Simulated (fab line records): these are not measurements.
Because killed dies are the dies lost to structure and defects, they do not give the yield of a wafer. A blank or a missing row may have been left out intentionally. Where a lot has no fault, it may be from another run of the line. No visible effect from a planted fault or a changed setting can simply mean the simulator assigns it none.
fab line records ; flow sky130
[record] lots = 24; wafers = 72; last-day = 50
route steps=708 shown METAL1@438 VIA2@509 METAL3@533 CAPM@549 VIA3@588
lots untouched by any fault: they come from a run of this same line in which no faults occurred
start-h: hours from the record's first day to the start of the lot's first wafer shown ; wait-h: hours since the lot's step before ; " the same as in the row above ; L1.1+2: a row that stands for several wafers ; - no value, or no start was given ; * or withheld: withheld ; < > ~ a bound
route shown NAME@n: NAME is a module with steps in the file, n the number in the route of the first one ; usual: mean and standard deviation over wafers with no fault ; same: alike in all rows ; chamber/n: place in a boat ; sites: readings site by site ; _std_site: the standard deviation of these ; _edge_site: inner sites' mean taken away from outer sites' mean ; radius-mm: for every site, how far away it sits from the centre of the wafer ; mask NAME#n: copy n ; behind: the tool/chamber that last shaped the wafer ; hold: why the lot was held/for how many hours/how that ended ; device: names the non-switching transistor (n, p or np) ; end of line: at the end of the route, the tests of the same wafers ; a step with no rows: only its recipe ; killed: the dies lost at the first sort to structure and to defects; this is not the yield of the wafer ; map: dies across one wafer; x = killed, . = not, _ = none there
set.NAME: the run value of the setting; set.NAME@STEP: its run value at that earlier step ; model.NAME: the simulator's own value behind a step, which no gauge read
the route's steps for a sample of lots (tables are steps, rows are wafers)
services: a tool's chamber out of use, with start hour (start-h, from the record's first day; less than 0 if before it), hours out, and reason
[[steps]]
[step SKY_METAL1_SPUTTER_04]
[recipe] material = TiN; target-thk-nm = 70; power-w = 6500; time-s = 58.3; chamber-pressure-pa = 0.4
[usual] throttle-valve-pct = 30.3/1.1
lot.wafer;tool;chamber;start-h;wait-h;throttle-valve-pct
L074.2;pvd-sputter-01;-;734.13;0.0;29.9
L074.4;pvd-sputter-01;-;734.13;0.0;32.1
L074.6;pvd-sputter-01;-;734.13;0.0;32.5
L075.1;pvd-sputter-03;-;744.40;0.0;30.5
L075.2;pvd-sputter-03;-;744.40;0.0;29.8
L075.5;pvd-sputter-03;-;744.40;0.0;30.3
L076.3;pvd-sputter-02;-;753.50;0.0;30.6
L076.4;pvd-sputter-02;-;753.50;0.0;28.7
L076.6;pvd-sputter-02;-;753.50;0.0;28.3
L077.2;pvd-sputter-01;-;767.74;0.0;28.1
L077.3;pvd-sputter-01;-;767.74;0.0;30.1
L077.6;pvd-sputter-01;-;767.74;0.0;32.1
L078.1;pvd-sputter-02;-;768.28;0.0;28.4
L078.5;pvd-sputter-02;-;768.28;0.0;28.6
L078.6;pvd-sputter-02;-;768.28;0.0;28.3
L079.1;pvd-sputter-02;-;778.52;0.0;28.5
L079.2;pvd-sputter-02;-;778.52;0.0;30.4
L079.3;pvd-sputter-02;-;778.52;0.0;30.4
L080.3;pvd-sputter-03;-;792.40;0.0;29.5
L080.4;pvd-sputter-03;-;792.40;0.0;30.9
L080.5;pvd-sputter-03;-;792.40;0.0;31.7
L081.3;pvd-sputter-01;-;797.42;0.0;29.9
L081.5;pvd-sputter-01;-;797.42;0.0;30.1
L081.6;pvd-sputter-01;-;797.42;0.0;29.8
L082.1;pvd-sputter-03;-;817.53;0.0;30.1
L082.4;pvd-sputter-03;-;817.53;0.0;31.4
L082.5;pvd-sputter-03;-;817.53;0.0;29.2
L084.1;pvd-sputter-03;-;841.43;0.0;29.2
L084.2;pvd-sputter-03;-;841.43;0.0;29.9
L084.5;pvd-sputter-03;-;841.43;0.0;29.8
L083.1;pvd-sputter-01;-;842.38;0.0;30.0
L083.4;pvd-sputter-01;-;842.38;0.0;30.0
L083.5;pvd-sputter-01;-;842.38;0.0;30.2
L085.1;pvd-sputter-01;-;845.28;0.0;29.9
L085.4;pvd-sputter-01;-;845.28;0.0;29.8
L085.5;pvd-sputter-01;-;845.28;0.0;30.1
L087.1;pvd-sputter-03;-;845.63;0.0;31.2
L087.3;pvd-sputter-03;-;845.63;0.0;29.2
L087.4;pvd-sputter-03;-;845.63;0.0;30.4
L086.2;pvd-sputter-03;-;847.63;0.0;30.4
L086.5;pvd-sputter-03;-;847.63;0.0;29.3
L086.6;pvd-sputter-03;-;847.63;0.0;31.4
L088.3;pvd-sputter-01;-;850.96;0.0;32.5
L088.4;pvd-sputter-01;-;850.96;0.0;29.9
L088.5;pvd-sputter-01;-;850.96;0.0;32.0
L089.4;pvd-sputter-01;-;856.40;0.0;29.8
L089.5;pvd-sputter-01;-;856.40;0.0;32.4
L089.6;pvd-sputter-01;-;856.40;0.0;30.0
L090.1;pvd-sputter-03;-;865.03;0.0;30.0
L090.3;pvd-sputter-03;-;865.03;0.0;29.1
L090.4;pvd-sputter-03;-;865.03;0.0;31.5
L092.2;pvd-sputter-03;-;874.31;0.0;29.3
L092.3;pvd-sputter-03;-;874.31;0.0;30.4
L092.5;pvd-sputter-03;-;874.31;0.0;31.7
L091.1;pvd-sputter-01;-;874.58;0.0;32.2
L091.5;pvd-sputter-01;-;874.58;0.0;28.3
L091.6;pvd-sputter-01;-;874.58;0.0;32.3
L093.1;pvd-sputter-03;-;880.88;0.0;30.5
L093.2;pvd-sputter-03;-;880.88;0.0;30.4
L093.4;pvd-sputter-03;-;880.88;0.0;31.3
L094.2;pvd-sputter-01;-;887.38;0.0;30.3
L094.4;pvd-sputter-01;-;887.38;0.0;32.6
L094.6;pvd-sputter-01;-;887.38;0.0;30.1
L095.3;pvd-sputter-03;-;898.37;0.0;30.2
L095.4;pvd-sputter-03;-;898.37;0.0;29.5
L095.5;pvd-sputter-03;-;898.37;0.0;30.9
L096.2;pvd-sputter-03;-;904.98;0.0;29.4
L096.4;pvd-sputter-03;-;904.98;0.0;30.6
L096.5;pvd-sputter-03;-;904.98;0.0;29.9
L097.1;pvd-sputter-03;-;926.23;0.0;29.5
L097.3;pvd-sputter-03;-;926.23;0.0;30.0
L097.4;pvd-sputter-03;-;926.23;0.0;29.5
[step SKY_VIA2_CMP_02]
[recipe] material = SiO2; down-force-psi = 4; platen-rpm = 60; pad-velocity-m-s = 0.94248
[usual] motor-current-A = 12.0/1.1
lot.wafer;tool;chamber;start-h;wait-h;motor-current-A
L074.2;cmp-02;0;819.24;0.0;13.7
L074.4;cmp-02;1;819.24;0.0;10.6
L074.6;cmp-02;0;819.24;0.0;13.3
L075.1;cmp-02;0;828.91;0.1;13.0
L075.2;cmp-02;3;828.91;0.1;13.6
L075.5;cmp-02;1;828.91;0.1;10.2
L076.3;cmp-02;3;837.66;0.1;13.3
L076.4;cmp-02;1;837.66;0.1;10.1
L076.6;cmp-02;2;837.66;0.1;10.7
L077.2;cmp-01;3;851.33;0.1;11.4
L077.3;cmp-01;0;851.33;0.1;11.7
L077.6;cmp-01;2;851.33;0.1;11.7
L078.1;cmp-02;1;852.03;0.1;10.3
L078.6;cmp-02;1;852.03;0.1;10.3
L078.5;cmp-02;2;852.03;0.1;10.9
L079.3;cmp-02;1;861.48;0.0;10.1
L079.2;cmp-02;2;861.48;0.0;11.1
L079.1;cmp-02;3;861.48;0.0;13.1
L080.4;cmp-02;1;875.84;0.0;10.4
L080.3;cmp-02;0;875.84;0.0;13.9
L080.5;cmp-02;2;875.84;0.0;11.3
L081.3;cmp-02;0;880.43;0.1;14.0
L081.5;cmp-02;3;880.43;0.1;13.4
L081.6;cmp-02;0;880.43;0.1;13.5
L082.1;cmp-02;3;900.44;0.1;13.3
L082.4;cmp-02;1;900.44;0.1;10.2
L082.5;cmp-02;2;900.44;0.1;10.9
L084.1;cmp-01;3;923.53;0.1;11.7
L084.2;cmp-01;1;923.53;0.1;13.1
L084.5;cmp-01;3;923.53;0.1;12.0
L083.4;cmp-01;0;924.62;0.0;11.5
L083.1;cmp-01;3;924.62;0.0;11.4
L083.5;cmp-01;0;924.62;0.0;11.9
L087.3;cmp-02;0;926.78;0.0;13.5
L087.1;cmp-02;1;926.78;0.0;9.9
L087.4;cmp-02;3;926.78;0.0;13.5
L085.1;cmp-01;3;926.79;0.1;12.0
L085.4;cmp-01;0;926.79;0.1;11.4
L085.5;cmp-01;3;926.79;0.1;10.9
L086.2;cmp-01;3;929.94;0.0;11.7
L086.6;cmp-01;3;929.94;0.0;11.5
L086.5;cmp-01;0;929.94;0.0;12.0
L088.3;cmp-01;3;931.28;0.1;11.4
L088.4;cmp-01;0;931.28;0.1;11.5
L088.5;cmp-01;1;931.28;0.1;12.6
L089.4;cmp-02;1;937.33;0.0;10.1
L089.6;cmp-02;1;937.33;0.0;10.2
L089.5;cmp-02;2;937.33;0.0;11.6
L090.1;cmp-01;0;944.89;0.1;11.3
L090.3;cmp-01;2;944.89;0.1;12.5
L090.4;cmp-01;3;944.89;0.1;11.0
L092.3;cmp-01;2;953.74;0.1;11.7
L092.2;cmp-01;0;953.74;0.1;11.8
L092.5;cmp-01;1;953.74;0.1;13.1
L091.1;cmp-01;3;956.04;0.3;11.6
L091.5;cmp-01;2;956.04;0.3;12.4
L091.6;cmp-01;3;956.04;0.3;11.7
L093.1;cmp-01;0;961.27;0.1;11.5
L093.2;cmp-01;1;961.27;0.1;12.1
L093.4;cmp-01;3;961.27;0.1;11.5
L094.2;cmp-02;1;965.58;0.1;10.8
L094.4;cmp-02;3;965.58;0.1;13.5
L094.6;cmp-02;0;965.58;0.1;12.8
L095.4;cmp-01;1;976.52;0.0;12.8
L095.3;cmp-01;2;976.52;0.0;12.0
L095.5;cmp-01;1;976.52;0.0;12.5
L096.4;cmp-02;1;982.90;0.3;10.8
L096.2;cmp-02;2;982.90;0.3;11.5
L096.5;cmp-02;0;982.90;0.3;13.3
L097.1;cmp-01;0;1002.86;0.1;11.5
L097.3;cmp-01;1;1002.86;0.1;12.6
L097.4;cmp-01;3;1002.86;0.1;11.4
[step SKY_METAL3_SPUTTER_01]
[recipe] material = TiN; target-thk-nm = 20; power-w = 6500; time-s = 16.7; chamber-pressure-pa = 0.4
[usual] throttle-valve-pct = 30.1/0.99
lot.wafer;tool;chamber;start-h;wait-h;throttle-valve-pct
L074.2;pvd-sputter-01;-;846.95;0.0;32.3
L074.4;pvd-sputter-01;-;846.95;0.0;32.1
L074.6;pvd-sputter-01;-;846.95;0.0;29.9
L075.1;pvd-sputter-03;-;856.78;0.0;31.4
L075.2;pvd-sputter-03;-;856.78;0.0;30.6
L075.5;pvd-sputter-03;-;856.78;0.0;29.5
L076.3;pvd-sputter-01;-;864.72;0.0;29.7
L076.4;pvd-sputter-01;-;864.72;0.0;28.3
L076.6;pvd-sputter-01;-;864.72;0.0;30.1
L077.2;pvd-sputter-02;-;880.11;0.0;30.1
L077.3;pvd-sputter-02;-;880.11;0.0;28.7
L077.6;pvd-sputter-02;-;880.11;0.0;28.6
L078.1;pvd-sputter-01;-;880.25;0.0;29.9
L078.5;pvd-sputter-01;-;880.25;0.0;32.1
L078.6;pvd-sputter-01;-;880.25;0.0;28.4
L079.1;pvd-sputter-02;-;889.35;0.0;28.9
L079.2;pvd-sputter-02;-;889.35;0.0;30.5
L079.3;pvd-sputter-02;-;889.35;0.0;30.4
L080.3;pvd-sputter-02;-;903.28;0.0;28.5
L080.4;pvd-sputter-02;-;903.28;0.0;30.6
L080.5;pvd-sputter-02;-;903.28;0.0;28.6
L081.3;pvd-sputter-03;-;907.65;0.0;30.1
L081.5;pvd-sputter-03;-;907.65;0.0;30.5
L081.6;pvd-sputter-03;-;907.65;0.0;30.0
L082.1;pvd-sputter-03;-;926.76;0.0;31.3
L082.4;pvd-sputter-03;-;926.76;0.0;29.2
L082.5;pvd-sputter-03;-;926.76;0.0;30.2
L084.1;pvd-sputter-03;-;950.01;0.0;31.3
L084.2;pvd-sputter-03;-;950.01;0.0;30.4
L084.5;pvd-sputter-03;-;950.01;0.0;30.1
L083.1;pvd-sputter-03;-;950.89;0.0;29.3
L083.4;pvd-sputter-03;-;950.89;0.0;31.6
L083.5;pvd-sputter-03;-;950.89;0.0;30.6
L085.1;pvd-sputter-03;-;953.60;0.0;29.1
L085.4;pvd-sputter-03;-;953.60;0.0;30.4
L085.5;pvd-sputter-03;-;953.60;0.0;30.2
L087.1;pvd-sputter-03;-;953.78;0.0;31.2
L087.3;pvd-sputter-03;-;953.78;0.0;30.4
L087.4;pvd-sputter-03;-;953.78;0.0;29.1
L086.2;pvd-sputter-03;-;956.61;0.0;29.5
L086.5;pvd-sputter-03;-;956.61;0.0;29.1
L086.6;pvd-sputter-03;-;956.61;0.0;30.7
L088.3;pvd-sputter-03;-;957.59;0.0;29.4
L088.4;pvd-sputter-03;-;957.59;0.0;30.2
L088.5;pvd-sputter-03;-;957.59;0.0;31.4
L089.4;pvd-sputter-03;-;963.23;0.0;29.2
L089.5;pvd-sputter-03;-;963.23;0.0;30.5
L089.6;pvd-sputter-03;-;963.23;0.0;30.1
L090.1;pvd-sputter-02;-;970.36;0.0;28.6
L090.3;pvd-sputter-02;-;970.36;0.0;30.1
L090.4;pvd-sputter-02;-;970.36;0.0;30.5
L092.2;pvd-sputter-03;-;979.35;0.0;31.1
L092.3;pvd-sputter-03;-;979.35;0.0;30.5
L092.5;pvd-sputter-03;-;979.35;0.0;29.8
L091.1;pvd-sputter-02;-;981.55;0.0;30.7
L091.5;pvd-sputter-02;-;981.55;0.0;28.4
L091.6;pvd-sputter-02;-;981.55;0.0;30.1
L093.1;pvd-sputter-02;-;987.52;0.0;28.5
L093.2;pvd-sputter-02;-;987.52;0.0;30.5
L093.4;pvd-sputter-02;-;987.52;0.0;28.7
L094.2;pvd-sputter-03;-;991.54;0.0;31.5
L094.4;pvd-sputter-03;-;991.54;0.0;29.9
L094.6;pvd-sputter-03;-;991.54;0.0;31.4
L095.3;pvd-sputter-03;-;1001.35;0.0;30.0
L095.4;pvd-sputter-03;-;1001.35;0.0;31.5
L095.5;pvd-sputter-03;-;1001.35;0.0;29.8
L096.2;pvd-sputter-01;-;1008.34;0.0;28.5
L096.4;pvd-sputter-01;-;1008.34;0.0;32.2
L096.5;pvd-sputter-01;-;1008.34;0.0;30.1
L097.1;pvd-sputter-03;-;1028.07;0.0;30.2
L097.3;pvd-sputter-03;-;1028.07;0.0;30.4
L097.4;pvd-sputter-03;-;1028.07;0.0;29.3
[step SKY_CAPM_OVL_MEAS_12]
[usual] CAPM_OVL = -1.5/1
lot.wafer;tool;chamber;start-h;wait-h;CAPM_OVL[nm]
L074.2;overlay-01;-;873.86;0.1;-2.6
L074.4;overlay-01;-;873.86;0.1;-1.5
L074.6;overlay-01;-;873.86;0.1;-1.5
L075.1;overlay-02;-;883.24;0.1;0.4
L075.2;overlay-02;-;883.24;0.1;-0.9
L075.5;overlay-02;-;883.24;0.1;-2.1
L076.3;overlay-01;-;890.72;0.1;-0.2
L076.4;overlay-01;-;890.72;0.1;0.2
L076.6;overlay-01;-;890.72;0.1;-0.7
L077.2;overlay-02;-;905.11;0.1;-2.2
L077.3;overlay-02;-;905.11;0.1;-2.7
L077.6;overlay-02;-;905.11;0.1;-2.4
L078.1;overlay-01;-;905.36;0.1;-1.8
L078.5;overlay-01;-;905.36;0.1;-1.7
L078.6;overlay-01;-;905.36;0.1;-2.3
L079.1;overlay-02;-;914.39;0.1;-2.0
L079.2;overlay-02;-;914.39;0.1;-0.9
L079.3;overlay-02;-;914.39;0.1;-1.6
L080.3;overlay-01;-;928.77;0.1;-1.3
L080.4;overlay-01;-;928.77;0.1;-1.3
L080.5;overlay-01;-;928.77;0.1;-1.9
L081.3;overlay-02;-;933.62;0.1;-1.2
L081.5;overlay-02;-;933.62;0.1;-2.8
L081.6;overlay-02;-;933.62;0.1;-3.1
L082.1;overlay-01;-;951.91;0.1;-2.7
L082.4;overlay-01;-;951.91;0.1;-2.8
L082.5;overlay-01;-;951.91;0.1;-2.3
L084.1;overlay-02;-;973.74;0.1;-0.6
L084.2;overlay-02;-;973.74;0.1;-1.8
L084.5;overlay-02;-;973.74;0.1;-0.9
L083.1;overlay-01;-;974.84;0.1;-2.3
L083.4;overlay-01;-;974.84;0.1;-2.6
L083.5;overlay-01;-;974.84;0.1;-2.6
L085.1;overlay-01;-;977.59;0.1;-1.8
L085.4;overlay-01;-;977.59;0.1;-1.4
L085.5;overlay-01;-;977.59;0.1;-0.2
L087.1;overlay-02;-;977.81;0.1;1.5
L087.3;overlay-02;-;977.81;0.1;-0.8
L087.4;overlay-02;-;977.81;0.1;-0.6
L086.2;overlay-02;-;980.29;0.1;-0.7
L086.5;overlay-02;-;980.29;0.1;-1.6
L086.6;overlay-02;-;980.29;0.1;-0.2
L088.3;overlay-01;-;981.20;0.1;-3.0
L088.4;overlay-01;-;981.20;0.1;-2.4
L088.5;overlay-01;-;981.20;0.1;-2.8
L089.4;overlay-02;-;988.08;0.1;-3.4
L089.5;overlay-02;-;988.08;0.1;-1.5
L089.6;overlay-02;-;988.08;0.1;-3.1
L090.1;overlay-02;-;994.06;0.1;-1.4
L090.3;overlay-02;-;994.06;0.1;-1.3
L090.4;overlay-02;-;994.06;0.1;-1.5
L092.2;overlay-02;-;1002.92;0.1;-0.6
L092.3;overlay-02;-;1002.92;0.1;-0.1
L092.5;overlay-02;-;1002.92;0.1;-2.4
L091.1;overlay-01;-;1005.26;0.1;-0.5
L091.5;overlay-01;-;1005.26;0.1;-1.0
L091.6;overlay-01;-;1005.26;0.1;-0.3
L093.1;overlay-01;-;1011.46;0.1;-0.7
L093.2;overlay-01;-;1011.46;0.1;-1.2
L093.4;overlay-01;-;1011.46;0.1;-1.6
L094.2;overlay-01;-;1014.64;0.1;-3.1
L094.4;overlay-01;-;1014.64;0.1;-2.9
L094.6;overlay-01;-;1014.64;0.1;-2.3
L095.3;overlay-01;-;1024.87;0.1;-2.4
L095.4;overlay-01;-;1024.87;0.1;-2.3
L095.5;overlay-01;-;1024.87;0.1;-0.4
L096.2;overlay-02;-;1032.37;0.1;-0.9
L096.4;overlay-02;-;1032.37;0.1;-2.9
L096.5;overlay-02;-;1032.37;0.1;-2.8
L097.1;overlay-02;-;1049.86;0.1;0.0
L097.3;overlay-02;-;1049.86;0.1;-2.5
L097.4;overlay-02;-;1049.86;0.1;-0.9
[step SKY_VIA3_ETCH_15]
[recipe] target = SiO2; chemistry = C4F8/O2/Ar; target-depth-nm = 507; stop-on = TiN; mask-material = KrF-thick; source-w = 1500; bias-w = 1200; pressure-mtorr = 40; c4f8-flow-sccm = withheld; O2_flow_sccm = 6; Ar_flow_sccm = 300; time-s = 78
[usual] chamber-pressure-mTorr = 40.00/0.048; oes-product-au = 0.946/0.0048
lot.wafer;tool;chamber;start-h;wait-h;chamber-pressure-mTorr;oes-product-au;rf-hours-counter-h
L074.2;rie-diel-02;1;926.48;0.0;40.03;0.943;7
L074.4;rie-diel-02;3;926.48;0.0;40.01;0.947;11
L074.6;rie-diel-02;0;926.48;0.0;39.98;0.945;-
L075.1;rie-diel-03;1;935.40;0.0;40.06;0.942;13
L075.2;rie-diel-03;3;935.40;0.0;40.08;0.948;18
L075.5;rie-diel-03;0;935.40;0.0;40.00;0.955;-
L076.3;rie-diel-03;2;942.15;0.0;39.99;0.948;18
L076.4;rie-diel-03;1;942.15;0.0;39.92;0.947;14
L076.6;rie-diel-03;1;942.15;0.0;40.05;0.952;-
L077.2;rie-diel-01;1;957.27;0.0;40.01;0.939;11
L077.3;rie-diel-01;0;957.27;0.0;40.07;0.949;28
L077.6;rie-diel-01;3;957.27;0.0;39.99;0.953;-
L078.1;rie-diel-02;3;957.62;0.0;40.06;0.936;11
L078.5;rie-diel-02;2;957.62;0.0;40.08;0.941;-
L078.6;rie-diel-02;3;957.62;0.0;40.06;0.939;-
L079.1;rie-diel-02;1;966.65;0.0;39.97;0.947;8
L079.2;rie-diel-02;0;966.65;0.0;39.99;0.946;14
L079.3;rie-diel-02;2;966.65;0.0;40.08;0.946;14
L080.3;rie-diel-03;1;979.83;0.0;40.07;0.946;15
L080.4;rie-diel-03;3;979.83;0.0;40.04;0.939;19
L080.5;rie-diel-03;1;979.83;0.0;39.98;0.954;-
L081.3;rie-diel-01;1;984.85;0.0;39.93;0.951;11
L081.5;rie-diel-01;3;984.85;0.0;39.96;0.946;-
L081.6;rie-diel-01;0;984.85;0.0;40.03;0.945;-
L082.1;rie-diel-03;3;1000.58;0.0;40.03;0.940;20
L082.4;rie-diel-03;0;1000.58;0.0;39.95;0.942;19
L082.5;rie-diel-03;0;1000.58;0.0;40.00;0.945;-
L084.1;rie-diel-01;2;1023.38;0.0;40.03;0.950;25
L084.2;rie-diel-01;1;1023.38;0.0;40.00;0.936;12
L084.5;rie-diel-01;3;1023.38;0.0;40.00;0.943;-
L083.1;rie-diel-03;3;1023.87;0.0;40.05;0.947;21
L083.4;rie-diel-03;0;1023.87;0.0;40.02;0.936;20
L083.5;rie-diel-03;0;1023.87;0.0;39.98;0.945;-
L085.1;rie-diel-02;2;1027.03;0.0;39.98;0.949;16
L085.4;rie-diel-02;0;1027.03;0.0;40.02;0.949;16
L085.5;rie-diel-02;3;1027.03;0.0;39.92;0.944;-
L087.1;rie-diel-03;0;1027.30;0.0;40.04;0.953;20
L087.3;rie-diel-03;3;1027.30;0.0;40.06;0.948;21
L087.4;rie-diel-03;1;1027.30;0.0;39.97;0.946;16
L086.2;rie-diel-02;2;1029.85;0.0;39.98;0.958;16
L086.5;rie-diel-02;3;1029.85;0.0;39.99;0.955;-
L086.6;rie-diel-02;0;1029.85;0.0;39.95;0.947;-
L088.3;rie-diel-02;1;1031.13;0.0;39.97;0.941;10
L088.4;rie-diel-02;3;1031.13;0.0;40.05;0.953;14
L088.5;rie-diel-02;2;1031.13;0.0;40.00;0.947;-
L089.4;rie-diel-02;0;1037.87;0.0;40.01;0.939;16
L089.5;rie-diel-02;3;1037.87;0.0;39.99;0.941;-
L089.6;rie-diel-02;0;1037.87;0.0;40.00;0.948;-
L090.1;rie-diel-01;2;1043.02;0.0;40.05;0.953;26
L090.3;rie-diel-01;3;1043.02;0.0;40.01;0.953;13
L090.4;rie-diel-01;1;1043.02;0.0;40.06;0.947;13
L092.2;rie-diel-02;1;1050.42;0.0;40.00;0.950;10
L092.3;rie-diel-02;3;1050.42;0.0;39.99;0.944;14
L092.5;rie-diel-02;3;1050.42;0.0;40.04;0.949;-
L091.1;rie-diel-01;2;1054.22;0.0;40.01;0.945;26
L091.5;rie-diel-01;3;1054.22;0.0;39.99;0.948;-
L091.6;rie-diel-01;0;1054.22;0.0;39.97;0.952;-
L093.1;rie-diel-03;3;1058.52;0.0;39.94;0.951;23
L093.2;rie-diel-03;0;1058.52;0.0;40.05;0.953;22
L093.4;rie-diel-03;1;1058.52;0.0;39.96;0.944;18
L094.2;rie-diel-03;3;1062.57;0.0;39.95;0.947;23
L094.4;rie-diel-03;1;1062.57;0.0;40.01;0.932;18
L094.6;rie-diel-03;3;1062.57;0.0;40.04;0.949;-
L095.3;rie-diel-02;0;1070.52;0.0;40.00;0.949;17
L095.4;rie-diel-02;2;1070.52;0.0;39.97;0.943;18
L095.5;rie-diel-02;3;1070.52;0.0;40.03;0.950;-
L096.2;rie-diel-01;1;1078.29;0.0;40.01;0.954;14
L096.4;rie-diel-01;1;1078.29;0.0;40.02;0.945;-
L096.5;rie-diel-01;0;1078.29;0.0;40.06;0.939;-
L097.1;rie-diel-02;3;1094.44;0.0;40.07;0.932;16
L097.3;rie-diel-02;2;1094.44;0.0;40.07;0.949;18
L097.4;rie-diel-02;1;1094.44;0.0;39.95;0.946;12
[step SKY_VIA3_RS_MEAS_22]
[recipe] thk-meas-gauge = four-point-probe; reads = W_of_VIA3_CVD_21+TiN_of_VIA3_SPUTTER_20
[usual] VIA3_W_RS = 0.2963/0.0029
lot.wafer;tool;chamber;start-h;wait-h;VIA3_W_RS[ohm/sq]
L074.2;film-metro-01;-;927.43;0.1;0.2995
L074.4;film-metro-01;-;927.43;0.1;0.3028
L074.6;film-metro-01;-;927.43;0.1;0.2973
L075.1;film-metro-04;-;936.24;0.1;0.2943
L075.2;film-metro-04;-;936.24;0.1;0.2973
L075.5;film-metro-04;-;936.24;0.1;0.2972
L076.3;film-metro-04;-;943.07;0.1;0.2973
L076.4;film-metro-04;-;943.07;0.1;0.2974
L076.6;film-metro-04;-;943.07;0.1;0.2950
L077.2;film-metro-02;-;958.20;0.1;0.3010
L077.3;film-metro-02;-;958.20;0.1;0.3010
L077.6;film-metro-02;-;958.20;0.1;0.2988
L078.1;film-metro-02;-;958.50;0.1;0.2963
L078.5;film-metro-02;-;958.50;0.1;0.2943
L078.6;film-metro-02;-;958.50;0.1;0.2956
L079.1;film-metro-04;-;967.53;0.1;0.3055
L079.2;film-metro-04;-;967.53;0.1;0.2965
L079.3;film-metro-04;-;967.53;0.1;0.2963
L080.3;film-metro-04;-;980.71;0.1;0.3020
L080.4;film-metro-04;-;980.71;0.1;0.3015
L080.5;film-metro-04;-;980.71;0.1;0.2981
L081.3;film-metro-01;-;985.76;0.1;0.3000
L081.5;film-metro-01;-;985.76;0.1;0.3001
L081.6;film-metro-01;-;985.76;0.1;0.2981
L082.1;film-metro-04;-;1001.46;0.1;0.2933
L082.4;film-metro-04;-;1001.46;0.1;0.2930
L082.5;film-metro-04;-;1001.46;0.1;0.2976
L084.1;film-metro-02;-;1024.26;0.1;0.2961
L084.2;film-metro-02;-;1024.26;0.1;0.2957
L084.5;film-metro-02;-;1024.26;0.1;0.2932
L083.1;film-metro-01;-;1024.71;0.1;0.2928
L083.4;film-metro-01;-;1024.71;0.1;0.2929
L083.5;film-metro-01;-;1024.71;0.1;0.2925
L085.1;film-metro-04;-;1027.91;0.1;0.2963
L085.4;film-metro-04;-;1027.91;0.1;0.3025
L085.5;film-metro-04;-;1027.91;0.1;0.2981
L087.1;film-metro-01;-;1028.15;0.1;0.3006
L087.3;film-metro-01;-;1028.15;0.1;0.2974
L087.4;film-metro-01;-;1028.15;0.1;0.2952
L086.2;film-metro-02;-;1030.71;0.1;0.2948
L086.5;film-metro-02;-;1030.71;0.1;0.2944
L086.6;film-metro-02;-;1030.71;0.1;0.2952
L088.3;film-metro-01;-;1032.01;0.1;0.2952
L088.4;film-metro-01;-;1032.01;0.1;0.3002
L088.5;film-metro-01;-;1032.01;0.1;0.2972
L089.4;film-metro-02;-;1038.76;0.1;0.2968
L089.5;film-metro-02;-;1038.76;0.1;0.2984
L089.6;film-metro-02;-;1038.76;0.1;0.2943
L090.1;film-metro-04;-;1043.85;0.1;0.2914
L090.3;film-metro-04;-;1043.85;0.1;0.2923
L090.4;film-metro-04;-;1043.85;0.1;0.2899
L092.2;film-metro-02;-;1051.27;0.1;0.2957
L092.3;film-metro-02;-;1051.27;0.1;0.2946
L092.5;film-metro-02;-;1051.27;0.1;0.2928
L091.1;film-metro-02;-;1055.06;0.1;0.2943
L091.5;film-metro-02;-;1055.06;0.1;0.2989
L091.6;film-metro-02;-;1055.06;0.1;0.2910
L093.1;film-metro-01;-;1059.36;0.1;0.2974
L093.2;film-metro-01;-;1059.36;0.1;0.2964
L093.4;film-metro-01;-;1059.36;0.1;0.2969
L094.2;film-metro-02;-;1063.42;0.1;0.2931
L094.4;film-metro-02;-;1063.42;0.1;0.2936
L094.6;film-metro-02;-;1063.42;0.1;0.2949
L095.3;film-metro-02;-;1071.40;0.1;0.2935
L095.4;film-metro-02;-;1071.40;0.1;0.2908
L095.5;film-metro-02;-;1071.40;0.1;0.2968
L096.2;film-metro-01;-;1079.14;0.1;0.2978
L096.4;film-metro-01;-;1079.14;0.1;0.2972
L096.5;film-metro-01;-;1079.14;0.1;0.2981
L097.1;film-metro-02;-;1095.27;0.1;0.2930
L097.3;film-metro-02;-;1095.27;0.1;0.2973
L097.4;film-metro-02;-;1095.27;0.1;0.2970
[[services]]
tool;chamber;start-h;hours;kind
cmp-01;-;744.00;4.0;pm
cmp-02;-;757.73;29.8;repair
cmp-02;-;758.33;2.1;repair
cmp-02;-;761.70;1.3;repair
pvd-sputter-03;-;763.15;3.3;repair
cmp-01;-;787.75;11.1;pm
cmp-02;-;798.86;5.2;pm
pvd-sputter-01;-;824.08;4.1;repair
pvd-sputter-01;-;856.58;1.7;repair
cmp-02;-;868.03;1.3;repair
cmp-01;-;869.91;0.9;repair
pvd-sputter-03;-;884.55;2.8;repair
pvd-sputter-01;-;897.77;110.0;repair
cmp-02;-;912.00;4.0;pm
cmp-02;-;919.46;5.2;repair
pvd-sputter-03;-;920.64;3.4;repair
pvd-sputter-03;-;933.30;1.5;repair
cmp-01;-;981.87;5.2;pm
cmp-02;-;1012.63;4.0;repair
cmp-01;-;1015.11;1.5;repair
cmp-01;-;1030.60;0.5;repair
cmp-01;-;1046.85;1.7;repair
cmp-01;-;1084.04;4.0;pm
cmp-02;-;1084.58;1.6;repair
[[key]]
fault none
